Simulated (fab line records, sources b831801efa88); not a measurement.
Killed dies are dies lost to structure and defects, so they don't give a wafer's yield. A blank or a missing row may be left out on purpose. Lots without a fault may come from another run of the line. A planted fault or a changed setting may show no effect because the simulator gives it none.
Which tool did it? | flow gf180mcu | 11 lots, 33 wafers sampled, at 6 steps of a route of 602

WHAT THE GAUGES READ, wafer by wafer
GF_V1_RS_MEAS_24: measures by four-point-probe. Usual: V1_W_RS 0.3318 ohm/sq, standard deviation 0.003.
lot  | measured     | on            | V1_W_RS (ohm/sq)     | flag
L646 | day 19 04:02 | film_metro-01 | 0.3301 0.3294 0.3342 |
L648 | day 19 20:28 | film_metro-01 | 0.3337 0.3288 0.3302 |
L656 | day 22 12:47 | film_metro-03 | 0.3364 0.3331 0.3281 |
L657 | day 23 06:14 | film_metro-01 | 0.3307 0.3276 0.3300 |
L658 | day 23 13:04 | film_metro-03 | 0.3348 0.3337 0.3355 |
L659 | day 23 19:13 | film_metro-03 | 0.3339 0.3325 0.3260 |
L663 | day 25 02:33 | film_metro-03 | 0.3329 0.3375 0.3349 |
L666 | day 25 20:41 | film_metro-04 | 0.3306 0.3339 0.3297 |
L667 | day 26 04:25 | film_metro-01 | 0.3334 0.3312 0.3251 |
L668 | day 26 12:01 | film_metro-01 | 0.3314 0.3309 0.3317 |
L669 | day 26 19:52 | film_metro-04 | 0.3314 0.3349 0.3316 |

GF_M2_RS_MEAS_05: measures by four-point-probe. Usual: M2_ALCU_RS 0.0697 ohm/sq, standard deviation 0.00077.
lot  | measured     | on            | M2_ALCU_RS (ohm/sq)  | flag
L646 | day 19 04:45 | film_metro-02 | 0.0693 0.0709 0.0693 |
L648 | day 19 21:10 | film_metro-04 | 0.0684 0.0689 0.0686 |
L656 | day 22 13:29 | film_metro-04 | 0.0548 0.0547 0.0551 | OFF
L657 | day 23 06:56 | film_metro-02 | 0.0542 0.0548 0.0546 | OFF
L658 | day 23 13:46 | film_metro-01 | 0.0703 0.0686 0.0703 |
L659 | day 23 19:55 | film_metro-01 | 0.0693 0.0708 0.0705 |
L663 | day 25 03:15 | film_metro-02 | 0.0704 0.0698 0.0692 |
L666 | day 25 21:23 | film_metro-02 | 0.0698 0.0693 0.0700 |
L667 | day 26 05:07 | film_metro-02 | 0.0717 0.0712 0.0715 |
L668 | day 26 12:49 | film_metro-02 | 0.0698 0.0704 0.0693 |
L669 | day 26 20:34 | film_metro-02 | 0.0698 0.0691 0.0686 |

GF_M2_THK_MEAS_06: measures by xrf. Usual: M2_ALCU_THK 450 nm, standard deviation 5.5.
lot  | measured     | on            | M2_ALCU_THK (nm) | flag
L646 | day 19 04:52 | film_metro-02 | 451 439 452      |
L648 | day 19 21:17 | film_metro-04 | 457 454 454      |
L656 | day 22 13:34 | film_metro-04 | 572 569 564      | OFF
L657 | day 23 07:04 | film_metro-02 | 576 574 575      | OFF
L658 | day 23 13:52 | film_metro-01 | 443 455 445      |
L659 | day 23 20:02 | film_metro-01 | 453 443 443      |
L663 | day 25 03:22 | film_metro-02 | 442 448 452      |
L666 | day 25 21:30 | film_metro-02 | 447 449 445      |
L667 | day 26 05:14 | film_metro-02 | 440 445 439      |
L668 | day 26 12:56 | film_metro-02 | 451 447 454      |
L669 | day 26 20:41 | film_metro-02 | 453 455 458      |

WHICH TOOL RAN EACH LOT (tool, then ch and the chambers of the sampled wafers, then the start)
lot  | GF_V1_CVD_23                  | GF_M2_SPUTTER_02             | GF_M2_SPUTTER_04
L646 | cvd_w-02 ch 0,1, day 19 03:56 | pvd_sputter-04, day 19 04:40 | pvd_sputter-04, day 19 04:43
L648 | cvd_w-01 ch 0,1, day 19 20:22 | pvd_sputter-02, day 19 21:05 | pvd_sputter-02, day 19 21:08
L656 | cvd_w-02 ch 0,1, day 22 12:39 | pvd_sputter-02, day 22 13:20 | pvd_sputter-02, day 22 13:23
L657 | cvd_w-01 ch 0,1, day 23 06:07 | pvd_sputter-02, day 23 06:51 | pvd_sputter-02, day 23 06:54
L658 | cvd_w-02 ch 0,1, day 23 12:57 | pvd_sputter-04, day 23 13:38 | pvd_sputter-04, day 23 13:41
L659 | cvd_w-01 ch 0, day 23 19:06   | pvd_sputter-04, day 23 19:49 | pvd_sputter-04, day 23 19:52
L663 | cvd_w-02 ch 0,1, day 25 02:26 | pvd_sputter-01, day 25 03:10 | pvd_sputter-01, day 25 03:13
L666 | cvd_w-01 ch 0,1, day 25 20:34 | pvd_sputter-01, day 25 21:17 | pvd_sputter-01, day 25 21:20
L667 | cvd_w-02 ch 0,1, day 26 04:19 | pvd_sputter-01, day 26 05:02 | pvd_sputter-01, day 26 05:05
L668 | cvd_w-01 ch 0,1, day 26 11:54 | pvd_sputter-02, day 26 12:43 | pvd_sputter-02, day 26 12:46
L669 | cvd_w-02 ch 0,1, day 26 19:46 | pvd_sputter-02, day 26 20:29 | pvd_sputter-02, day 26 20:32
- GF_V1_CVD_23: deposits W, target thk 350 nm, time 105.05 s.
- GF_M2_SPUTTER_02: material AlCu, target thk 450 nm, time 23.9 s.
- GF_M2_SPUTTER_04: material TiN, target thk 50 nm, time 42.74 s.

WHAT THE TOOLS THEMSELVES READ (means of the sampled wafers that have a number; where no wafer has one, the mark that the record gives instead)
GF_V1_CVD_23. Usual: heater_power_w 879 W, standard deviation 28.
lot  | tool     | heater_power_w (W) | flag
L646 | cvd_w-02 | 880                |
L648 | cvd_w-01 | 850                |
L656 | cvd_w-02 | 895                |
L657 | cvd_w-01 | 852                |
L658 | cvd_w-02 | 897                |
L659 | cvd_w-01 | 824                |
L663 | cvd_w-02 | 882                |
L666 | cvd_w-01 | 860                |
L667 | cvd_w-02 | 892                |
L668 | cvd_w-01 | 865                |
L669 | cvd_w-02 | 886                |

GF_M2_SPUTTER_02. Usual: cathode_dc_power_W 10600 W, standard deviation 2.1; throttle_valve_pct 29.8 %, standard deviation 0.74.
lot  | tool           | cathode_dc_power_W (W) | throttle_valve_pct (%) | flag
L646 | pvd_sputter-04 | 10601                  | 30.1                   |
L648 | pvd_sputter-02 | 10599                  | 30.1                   |
L656 | pvd_sputter-02 | 13496                  | 30.2                   | OFF
L657 | pvd_sputter-02 | 13495                  | 30.4                   | OFF
L658 | pvd_sputter-04 | 10600                  | 30.4                   |
L659 | pvd_sputter-04 | 10599                  | 29.7                   |
L663 | pvd_sputter-01 | 10600                  | 30.1                   |
L666 | pvd_sputter-01 | 10600                  | 30.0                   |
L667 | pvd_sputter-01 | 10600                  | 29.7                   |
L668 | pvd_sputter-02 | 10602                  | 29.5                   |
L669 | pvd_sputter-02 | 10601                  | 30.1                   |

GF_M2_SPUTTER_04. Usual: cathode_dc_power_W 6499.9 W, standard deviation 1.2; throttle_valve_pct 29.8 %, standard deviation 0.71.
lot  | tool           | cathode_dc_power_W (W) | throttle_valve_pct (%) | flag
L646 | pvd_sputter-04 | 6500.0                 | 30.0                   |
L648 | pvd_sputter-02 | 6500.3                 | 30.2                   |
L656 | pvd_sputter-02 | 6500.6                 | 30.2                   |
L657 | pvd_sputter-02 | 6499.3                 | 30.3                   |
L658 | pvd_sputter-04 | 6499.8                 | 30.3                   |
L659 | pvd_sputter-04 | 6499.3                 | 29.8                   |
L663 | pvd_sputter-01 | 6500.1                 | 30.0                   |
L666 | pvd_sputter-01 | 6499.8                 | 30.0                   |
L667 | pvd_sputter-01 | 6499.8                 | 29.7                   |
L668 | pvd_sputter-02 | 6498.9                 | 29.5                   |
L669 | pvd_sputter-02 | 6500.7                 | 30.0                   |

THE ANSWER, worked out from the rows above alone
Rule: a lot is off if the mean of its wafers that have a number lies more than 3 standard deviations from the usual mean. A lot without any number at a reading at which 4 lots or more have one is off too. The other lots that the step has rows for count as sound. The gauges are gone through in route order, then the tools' own readings, and for those a lot's mean is taken as printed above. The first step at which some lot is off is used, and at that step the reading that is off furthest; a lot without a number counts as furthest.
Off: L656, L657, at GF_M2_RS_MEAS_05 (M2_ALCU_RS).
A tool fits if, at a process step before that reading, it ran every lot that is off, and no sound lot after the first of them. The gauges at GF_M2_RS_MEAS_05 aren't tried: what is off there is off at GF_M2_SPUTTER_02 too, on other tools, and a gauge's error can't cause that. None of those tried fits.

WHAT THE SIMULATOR HAD PUT IN
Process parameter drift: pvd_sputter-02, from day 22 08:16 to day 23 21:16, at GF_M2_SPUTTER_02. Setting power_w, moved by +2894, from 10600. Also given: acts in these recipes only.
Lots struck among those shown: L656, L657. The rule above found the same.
